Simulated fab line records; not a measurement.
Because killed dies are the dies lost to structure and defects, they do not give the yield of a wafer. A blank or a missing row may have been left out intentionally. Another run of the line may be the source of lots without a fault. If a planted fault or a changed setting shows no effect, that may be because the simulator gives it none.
Struck lot and sound lot, side by side ; flow gf180mcu ; 15 out of 602 route steps
Sound: the wafers L615.1, L615.2, L615.3. The struck wafers were L618.2, L618.3, L618.6. At the end, the cause is stated.
Per side, at each step with rows, come the tool, then ch with its chambers, and then its first start. Under that, the readings that differ: sound wafers ; struck wafers ; difference of the means ; sigmas: that difference in standard deviations of wafers without a fault.
alike: readings whose means differ by less than 2 such deviations, and words and numbers that are the same on both sides. not compared: withheld readings, readings that some wafer has no value for, bounds like >300 that may hide the same value, and numbers for which the record gives no deviation and whose values overlap.
Wherever a step has rows on one side only, a row that says differs or no value, or a row with sigmas, the two part there. Numbers that have no deviation but don't overlap get no sigmas and don't part them. A reading that every wafer of one side lacks parts them only if that side has two wafers or more.

GF_HV_LDD_STRIP_37: strips in O2/N2.
  sound on plasma-asher-02 ch 0,1, day 14 13:47; struck on plasma-asher-02 ch 0,1, day 15 16:37
  alike: drypump-motor-current-A, heater-power-w, oes-product-au, strip-time-to-endpoint-s
  not compared: rf-hours-counter-h
GF_HV_LDD_TW_MEAS_38:
  struck on film-metro-04, day 15 16:46; sound on film-metro-04, day 14 13:53
  alike: HV_LDD_3_TW
then, 7 steps without rows for these wafers: GF_HV_LDD_DEHYDRATE_39 (time 60 s); GF_HV_LDD_HMDS_40 (prime time 60 s); GF_HV_LDD_COAT_41 (resist thk 1000 nm); GF_HV_LDD_SOFTBAKE_42 (time 60 s); GF_HV_LDD_EXPOSE_43 (exposes mask Pplus HV AREA, target cd 400 nm); GF_HV_LDD_PEB_44; GF_HV_LDD_DEVELOP_45 (develop time 60 s).
GF_HV_LDD_CD_MEAS_46: target cd 400 nm.
  struck on cd-sem-02, day 16 14:47; sound on cd-sem-01, day 15 10:49
  alike: cd-nm
GF_HV_LDD_OVL_MEAS_47:
  struck on overlay-02, day 16 14:54; sound on overlay-01, day 15 10:56
  alike: HV_LDD_03_OVL
after that, 1 step had no rows for these wafers: GF_HV_LDD_IMPLANT_48.
GF_HV_LDD_STRIP_49: strips in O2/N2.
  sound on plasma-asher-04 ch 0,1, day 15 11:08; struck on plasma-asher-02 ch 0,1, day 16 15:05
reading;sound;struck;difference;sigmas
oes-product-au (a.u.);0.718 0.708 0.711;0.930 0.940 0.945;+0.226;+53
strip-time-to-endpoint-s (s);12.68 12.61 12.68;- - -;no value on the struck wafers;
model.NOVOLAK_of_HV_LDD_COAT_41.thk-nm (nm);0 0 0;419.5 420.5 420;+420.0;
  alike: drypump-motor-current-A, heater-power-w
  not compared: rf-hours-counter-h
GF_HV_LDD_TW_MEAS_50:
  struck on film-metro-01, day 16 15:11; sound on film-metro-01, day 15 11:14
  alike: HV_LDD_4_TW
-- a jump in the record: the struck wafers' starts before and after are 16 days apart (it breaks off in module HV_LDD and resumes in module PASSIVATION, where the first step shown is number 602 of the route) --
GF_PASSIVATION_PROBE_99:
  the record has rows for the struck wafers here (prober-01, day 32 17:29) and none for the sound ones

== WHERE THEY PART ==
First at GF_HV_LDD_STRIP_49; last, within this record, at GF_PASSIVATION_PROBE_99.

WHY: whatever the simulator had introduced
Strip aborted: plasma-asher-02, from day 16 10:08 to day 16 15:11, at GF_HV_LDD_STRIP_49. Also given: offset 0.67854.
